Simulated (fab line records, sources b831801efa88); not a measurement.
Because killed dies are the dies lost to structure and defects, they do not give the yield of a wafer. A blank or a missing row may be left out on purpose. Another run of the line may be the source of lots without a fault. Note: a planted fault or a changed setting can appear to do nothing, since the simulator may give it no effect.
One fault through the eyes of 2 desks || flow sky130 || every desk sees just its own numbers, and what lay behind them comes last

DESK OF THE TOOL OWNER: lpcvd-02
The tool's own readings at SKY_POLY_GATE_CVD_03 (deposits Si3N4 from DCS/NH3, target thk 75 nm, time 1290 s): means of the sampled wafers that have a number, for each lot that ran on this tool. A lot is out of limits, marked OUT, if its mean lies more than 4 standard deviations from the usual mean; the brackets give that distance.
Columns: A = zone power top pct at SKY_POLY_GATE_CVD_03, usual 24.2 %
{"lot": "L945", "first seen here": "day 14 17:18", "A": 24.3}
{"lot": "L946", "first seen here": "day 15 05:54", "A": 24.0}
{"lot": "L947", "first seen here": "day 15 18:18", "A": 23.9}
{"lot": "L948", "first seen here": "day 16 03:05", "A": 24.1}
{"lot": "L949", "first seen here": "day 16 13:29", "A": 24.5}
{"lot": "L951", "first seen here": "day 17 02:31", "A": 24.3}
{"lot": "L952", "first seen here": "day 17 14:49", "A": 24.5}
{"lot": "L953", "first seen here": "day 17 17:19", "A": 24.7}
{"lot": "L956", "first seen here": "day 19 00:27", "A": 24.0}
{"lot": "L957", "first seen here": "day 19 11:08", "A": 24.0}
{"lot": "L958", "first seen here": "day 19 14:53", "A": 24.3}
{"lot": "L967", "first seen here": "day 22 20:02", "A": 24.0}
{"lot": "L968", "first seen here": "day 23 10:45", "A": 23.8}
This desk's verdict: no lot among the 13 shows anything out of limits.

FROM THE METROLOGY DESK
Means of the sampled wafers that have a number, per lot and without regard to the tool the lot ran on: this is what the gauges read. A lot is out of limits, marked OUT, if its mean lies more than 4 standard deviations from the usual mean; the brackets give that distance.
Columns: A = VT_ADJUST_HVTP_TW at SKY_VT_ADJUST_HVTP_TW_MEAS_11, usual 1346; B = VT_ADJUST_LVTN_TW at SKY_VT_ADJUST_LVTN_TW_MEAS_10, usual 241.5; C = POLY_GATE_CVD_03_THK at SKY_POLY_GATE_THK_MEAS_04, usual 75.4 nm
{"lot": "L945", "first seen here": "day 6 02:22", "A": 1338, "B": 239.5, "C": 76.0}
{"lot": "L946", "first seen here": "day 6 10:06", "A": 1336, "B": 240.6, "C": 75.5}
{"lot": "L947", "first seen here": "day 6 18:48", "A": 1343, "B": 239.1, "C": 76.2}
{"lot": "L948", "first seen here": "day 7 00:08", "A": 1340, "B": 244.9, "C": 74.8}
{"lot": "L949", "first seen here": "day 7 03:41", "A": 1355, "B": 244.7, "C": 75.9}
{"lot": "L951", "first seen here": "day 7 14:40", "A": 1340, "B": 243.1, "C": 75.4}
{"lot": "L952", "first seen here": "day 7 21:08", "A": 1341, "B": 240.2, "C": 75.4}
{"lot": "L953", "first seen here": "day 8 02:43", "A": 1356, "B": 237.6, "C": 74.9}
{"lot": "L956", "first seen here": "day 8 23:57", "A": 1341, "B": 241.3, "C": 75.9}
{"lot": "L957", "first seen here": "day 9 05:39", "A": 1343, "B": 245.3, "C": "108.1 (+56) OUT"}
{"lot": "L958", "first seen here": "day 9 09:22", "A": 1359, "B": 242.0, "C": "107.8 (+56) OUT"}
{"lot": "L967", "first seen here": "day 11 19:25", "A": 1345, "B": 241.5, "C": 75.7}
{"lot": "L968", "first seen here": "day 12 06:50", "A": 1343, "B": 241.5, "C": 75.0}
This desk's result: L957, L958 out of limits, first on L957 (POLY_GATE_CVD_03_THK at SKY_POLY_GATE_THK_MEAS_04), day 19 12:31. In limits: L945, L946, L947, L948, L949, L951, L952, L953, L956, L967, L968.

PUT TOGETHER
An alarm was possible from the metrology desk at day 19 12:31, on L957, L958.
The tool owner's desk saw nothing out of limits.
The tool owner's desk has L957, L958 on record, within its limits.
The lots listed all ran SKY_POLY_GATE_CVD_03 on lpcvd-02.

WHAT THE SIMULATOR HAD INSERTED
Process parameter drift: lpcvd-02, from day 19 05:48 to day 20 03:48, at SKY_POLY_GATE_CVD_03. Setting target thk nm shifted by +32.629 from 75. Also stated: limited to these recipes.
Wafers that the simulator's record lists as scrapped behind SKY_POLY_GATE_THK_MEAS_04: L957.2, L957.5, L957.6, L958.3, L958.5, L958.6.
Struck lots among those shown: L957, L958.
Delay in hours, fault start to first out-of-limits reading, per desk: metrology desk 7.
